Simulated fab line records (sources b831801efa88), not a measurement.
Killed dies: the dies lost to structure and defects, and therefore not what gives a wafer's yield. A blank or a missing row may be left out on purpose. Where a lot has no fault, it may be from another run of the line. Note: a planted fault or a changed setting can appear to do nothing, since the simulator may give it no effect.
Code-filled problem report in 8D (eight disciplines) form ; flow sky130 ; the parts of the form that need people (team, actions taken, sign-off) are left out

## 1. WHAT WENT WRONG
Mean of beamOnS at SKY_LDD_HVN_IMPLANT_08: 11.43 s across 2 wafers in 2 lots; on wafers with no fault it is 9.99 s (standard deviation 0.22). That is +6.6 standard deviations from the usual mean.
First observed at day 24 12:37: wafer L683.3, on implanter-03. At this step, 14 wafers from 6 lots have a number in the record. Rule for "out", or "out of limits": more than 4 standard deviations from the usual mean. The other wafers with a number count as sound.

## 2. WHAT IT IS, AND WHAT IT ISN'T
question;is;is not
which readings at this step;beamOnS, faradayCurrentUA;-
which lots;L683, L685;L673, L676, L689, L696
which wafers of those lots;all that have a number;-
read on which tools;implanter-03;implanter-01, implanter-04
when;from day 24 12:37;"up to then (6 sound wafers); but 6 sound wafers of L689, L696 came after"

## 3. WHAT RULES OUT EACH SUSPECT
Counting: any tool at a process step up to the reading is kept as a suspect provided that every lot that is out went through it and no sound lot did after the first of them.
- implanter-03 at SKY_LDD_HVN_IMPLANT_08: kept. All lots that are out passed through it, beginning with L683 at day 24 12:37, and no sound lot followed; its final sound lot before that point was L676 at day 21 14:26. Its own beamOnS, faradayCurrentUA readings are out on those wafers.
The count leaves implanter-03 at SKY_LDD_HVN_IMPLANT_08.

## 4. THE CAUSE (what the simulator had put in)
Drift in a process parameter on implanter-03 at SKY_LDD_HVN_IMPLANT_08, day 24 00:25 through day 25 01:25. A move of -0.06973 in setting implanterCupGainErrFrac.
Only this tool survived the counting.

## 5. THE CHAIN OF EFFECTS, in route order
One row per reading whose mean, taken over the struck wafers that have a number, lies over 3 standard deviations from the usual. Scope: only readings with a usual standard deviation given in the record; hours: median across lots of the time from each lot's start at the first step in this table that gives one to its start at this step; sigmas: change in usual standard deviations.
hours;step;reading;usual;on struck wafers;change;sigmas
0;SKY_LDD_HVN_IMPLANT_08;beamOnS;9.99 s;11.43;+1.44;+6.6
0;SKY_LDD_HVN_IMPLANT_08;faradayCurrentUA;169;147;-22;-5.9
Its process steps:
- SKY_LDD_HVN_IMPLANT_08

## 6. WHAT WOULD HAVE CAUGHT IT SOONER
In this record the first reading out of limits was taken at day 24 12:37, 12 hours after the fault began at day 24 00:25.
